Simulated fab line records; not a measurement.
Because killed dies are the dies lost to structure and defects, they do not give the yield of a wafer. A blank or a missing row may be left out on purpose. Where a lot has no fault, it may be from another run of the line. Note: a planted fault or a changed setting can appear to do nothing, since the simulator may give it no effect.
Struck lot and sound lot, side by side || flow sfq-line || 14 steps out of a route of 325
Sound: wafers L793.1, L793.2, L793.6. The struck wafers were L808.1, L808.2, L808.4. The cause is given at the end.
Each step with rows lists, per side, the tool, then ch with its chambers, then its first start. Under that, the readings that differ: sound wafers || struck wafers || difference of the means || sigmas: that difference in standard deviations of wafers without a fault.
alike: same words and numbers on both sides, and readings whose means sit less than 2 such deviations apart. not compared: any withheld reading, any reading some wafer has no value for, any bound like >300 that may hide the same value, and any number with overlapping values for which the record gives no deviation.
The two part at a step that has a row with sigmas, a row that says differs or no value, or rows on one side only. Numbers that have no deviation but don't overlap get no sigmas and don't part them. A reading missing from all wafers of one side parts the sides only when that side holds two or more wafers.

SFQ_TRILAYER_M1_BARC_OPEN_METAL_ETCH_054: etches BARC in O2, target depth 125 nm, time 41.7 s.
  sound on rie-metal-01 ch 0,1, day 18 00:38; struck on rie-metal-03 ch 0,1, day 25 01:28
  alike: drypump-motor-current-A, oes-product-au
  not compared: rf-hours-counter-h
then, 1 step without rows for these wafers: SFQ_TRILAYER_M1_ETCH_METAL_ETCH_042 (etches Nb in Cl2/Ar, stops on SiO2, target depth 240 nm, time 120 s).
SFQ_TRILAYER_M1_STRIP_STRIP_043: strips in O2.
  sound on rie-metal-01 ch 0,1, day 18 00:49; struck on rie-metal-03 ch 0,1, day 25 01:38
  alike: drypump-motor-current-A, oes-product-au
  not compared: rf-hours-counter-h
then, 1 step without rows for these wafers: SFQ_TRILAYER_M1_STRIP_SOLV_CLEAN_044 (cleans in NMP, time 600 s).
SFQ_TRILAYER_I1_DEP_PECVD_045: deposits SiO2 from SiH4/N2O, time 111.11 s, target thk 500 nm.
  sound on pecvd-04 ch 0,1,2, day 18 01:35; struck on pecvd-01 ch 0,2, day 25 02:25
  alike: heater-power-w, throttle-valve-pct
SFQ_TRILAYER_I1_CMP_CMP_046: polishes SiO2.
  sound on cmp-01 ch 1,2,3, day 18 03:41; struck on cmp-01 ch 0,2,3, day 25 17:24
  alike: motor-current-A, time-to-endpoint-s
SFQ_I1_BOW_MEAS_912:
  sound on film-metro-03 at day 18 06:11; struck on film-metro-01 at day 25 19:54
  alike: I1_BOW
SFQ_TRILAYER_I1_METRO_MEASURE_047:
  sound on film-metro-03 at day 18 06:18; struck on film-metro-01 at day 25 20:01
  alike: thk-nm
then, 4 steps without rows for these wafers: SFQ_TRILAYER_I1_VIA_LITHO_COAT_054 (resist thk 63.13 nm); SFQ_TRILAYER_I1_VIA_LITHO_COAT_049 (resist thk 650 nm); SFQ_TRILAYER_I1_VIA_LITHO_SOFTBAKE_053; SFQ_TRILAYER_I1_VIA_LITHO_EXPOSE_050 (exposes mask I1, target cd 500 nm).
SFQ_TRILAYER_I1_VIA_LITHO_PEB_052: peb time 60 s.
  struck on litho-track-02, day 26 00:20; sound on litho-track-02 ch 0, day 19 10:13
  no value came back on the struck wafers for chill-plate-temp-C (C), exhaust-pa (Pa); on the sound wafers chill-plate-temp-C (C) reads 23.02 23.03 23.11
then, 1 step without rows for these wafers: SFQ_TRILAYER_I1_VIA_LITHO_DEVELOP_051 (time 60 s).

## WHERE THEY PART
At SFQ_TRILAYER_I1_VIA_LITHO_PEB_052 and nowhere else, as far as this record goes.

WHY: what the simulator had put in
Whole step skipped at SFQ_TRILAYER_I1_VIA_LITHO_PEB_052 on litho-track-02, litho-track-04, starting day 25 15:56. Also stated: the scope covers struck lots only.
